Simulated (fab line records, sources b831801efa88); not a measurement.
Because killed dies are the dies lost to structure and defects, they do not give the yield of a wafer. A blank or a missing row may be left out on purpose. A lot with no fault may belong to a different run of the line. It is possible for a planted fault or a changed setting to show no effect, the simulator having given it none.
Shared-tool check :: flow sky130 :: Sample size 14 lots and 42 wafers

REASON IT WAS OPENED
On 2 of the 14 lots, a flag is raised at SKY_SONOS_TUNNEL_CD_MEAS_07 on the reading cdNm. No-fault wafers: 410.5 nm, standard deviation 2.3.
Rule: a lot is flagged in two cases, either no wafer of it has a number, or all its wafers with numbers fall more than 4 standard deviations from that mean. The rest of the lots are taken to be sound.

lot: L208
measured: day 11 13:52
on: cdSem-02
cdNm (nm), wafer by wafer: 411.0 408.1 410.4
flag: 

lot: L209
measured: day 11 14:58
on: cdSem-02
cdNm (nm), wafer by wafer: 409.1 408.1 408.7
flag: 

lot: L211
measured: day 12 11:58
on: cdSem-02
cdNm (nm), wafer by wafer: 406.3 406.3 405.9
flag: 

lot: L212
measured: day 12 15:46
on: cdSem-01
cdNm (nm), wafer by wafer: 410.4 410.2 412.2
flag: 

lot: L213
measured: day 12 18:04
on: cdSem-02
cdNm (nm), wafer by wafer: 408.1 410.0 408.5
flag: 

lot: L214
measured: day 13 17:01
on: cdSem-01
cdNm (nm), wafer by wafer: 409.4 412.8 413.3
flag: 

lot: L216
measured: day 13 19:53
on: cdSem-01
cdNm (nm), wafer by wafer: 407.0 408.2 409.5
flag: 

lot: L215
measured: day 13 21:50
on: cdSem-02
cdNm (nm), wafer by wafer: 412.1 412.4 413.2
flag: 

lot: L219
measured: day 14 20:58
on: cdSem-02
cdNm (nm), wafer by wafer: 413.3 411.4 412.4
flag: 

lot: L221
measured: day 15 22:28
on: cdSem-02
cdNm (nm), wafer by wafer: 412.2 413.4 413.2
flag: 

lot: L223
measured: day 16 05:17
on: cdSem-01
cdNm (nm), wafer by wafer: 389.3 387.0 386.7
flag: FLAGGED

lot: L225
measured: day 17 03:11
on: cdSem-01
cdNm (nm), wafer by wafer: 382.8 385.2 385.2
flag: FLAGGED

lot: L229
measured: day 18 09:06
on: cdSem-01
cdNm (nm), wafer by wafer: 407.0 408.3 406.6
flag: 

lot: L230
measured: day 18 12:07
on: cdSem-02
cdNm (nm), wafer by wafer: 408.2 410.6 412.2
flag: 
The mean of the flagged lots' numbers is 386.0 nm, -24.5 nm from the usual (-11 standard deviations).

WHICH TOOL RAN EACH LOT
The record keeps 1 process step preceding the reading, out of 708 steps on the route. Every cell lists first the tool, next ch and the chambers used by the sampled wafers, and last the start.
lot: L208
flag: 
SKY_SONOS_TUNNEL_DEVELOP_06: lithoTrack-03 ch 0, day 11 13:43

lot: L209
flag: 
SKY_SONOS_TUNNEL_DEVELOP_06: lithoTrack-04 ch 0, day 11 14:49

lot: L211
flag: 
SKY_SONOS_TUNNEL_DEVELOP_06: lithoTrack-03 ch 0, day 12 11:49

lot: L212
flag: 
SKY_SONOS_TUNNEL_DEVELOP_06: lithoTrack-04 ch 0, day 12 15:37

lot: L213
flag: 
SKY_SONOS_TUNNEL_DEVELOP_06: lithoTrack-04 ch 0, day 12 17:55

lot: L214
flag: 
SKY_SONOS_TUNNEL_DEVELOP_06: lithoTrack-01 ch 0, day 13 16:53

lot: L216
flag: 
SKY_SONOS_TUNNEL_DEVELOP_06: lithoTrack-03 ch 0, day 13 19:44

lot: L215
flag: 
SKY_SONOS_TUNNEL_DEVELOP_06: lithoTrack-01 ch 0, day 13 21:41

lot: L219
flag: 
SKY_SONOS_TUNNEL_DEVELOP_06: lithoTrack-03 ch 0, day 14 20:49

lot: L221
flag: 
SKY_SONOS_TUNNEL_DEVELOP_06: lithoTrack-04 ch 0, day 15 22:19

lot: L223
flag: FLAGGED
SKY_SONOS_TUNNEL_DEVELOP_06: lithoTrack-03 ch 0, day 16 05:08

lot: L225
flag: FLAGGED
SKY_SONOS_TUNNEL_DEVELOP_06: lithoTrack-03 ch 0, day 17 03:02

lot: L229
flag: 
SKY_SONOS_TUNNEL_DEVELOP_06: lithoTrack-01 ch 0, day 18 08:58

lot: L230
flag: 
SKY_SONOS_TUNNEL_DEVELOP_06: lithoTrack-04 ch 0, day 18 11:58
These steps, and what they do:
- SKY_SONOS_TUNNEL_DEVELOP_06: develop time 60 s.
- SKY_SONOS_TUNNEL_CD_MEAS_07: target cd 410 nm.

FLAGGED OVER TOTAL, TOOL BY TOOL (the gauges that took the reading come last)
step: SKY_SONOS_TUNNEL_DEVELOP_06
tool: lithoTrack-01
lots run: 3
flagged: 0
share of the flagged lots: none
sound lots run after its first flagged lot: -

step: SKY_SONOS_TUNNEL_DEVELOP_06
tool: lithoTrack-03
lots run: 6
flagged: 2
share of the flagged lots: all
sound lots run after its first flagged lot: 0

step: SKY_SONOS_TUNNEL_DEVELOP_06
tool: lithoTrack-04
lots run: 5
flagged: 0
share of the flagged lots: none
sound lots run after its first flagged lot: -

step: SKY_SONOS_TUNNEL_CD_MEAS_07
tool: cdSem-01
lots run: 6
flagged: 2
share of the flagged lots: all
sound lots run after its first flagged lot: 1 (L229)

step: SKY_SONOS_TUNNEL_CD_MEAS_07
tool: cdSem-02
lots run: 8
flagged: 0
share of the flagged lots: none
sound lots run after its first flagged lot: -

WHAT THE TABLE ALLOWS
Table rows that saw every flagged lot: 2, namely lithoTrack-03 at SKY_SONOS_TUNNEL_DEVELOP_06 and cdSem-01 at SKY_SONOS_TUNNEL_CD_MEAS_07.
- lithoTrack-03 at SKY_SONOS_TUNNEL_DEVELOP_06: 2 of its 6 lots flagged. It ran its last sound lot, L219, at day 14 20:49 and its first flagged lot, L223, at day 16 05:08: a fault with its onset between the two fits.
- cdSem-01 at SKY_SONOS_TUNNEL_CD_MEAS_07: 2 of its 6 lots flagged. After the first flagged lot (L229), sound lots still ran on it; a lasting fault on the whole tool would not permit that.
Just one tool remains: lithoTrack-03 at SKY_SONOS_TUNNEL_DEVELOP_06.

WHAT THE SIMULATOR PUT IN
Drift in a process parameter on lithoTrack-03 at SKY_SONOS_TUNNEL_DEVELOP_06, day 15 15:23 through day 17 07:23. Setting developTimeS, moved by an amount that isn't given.
Lots struck among those shown: L223, L225. The rule above reached the same finding.
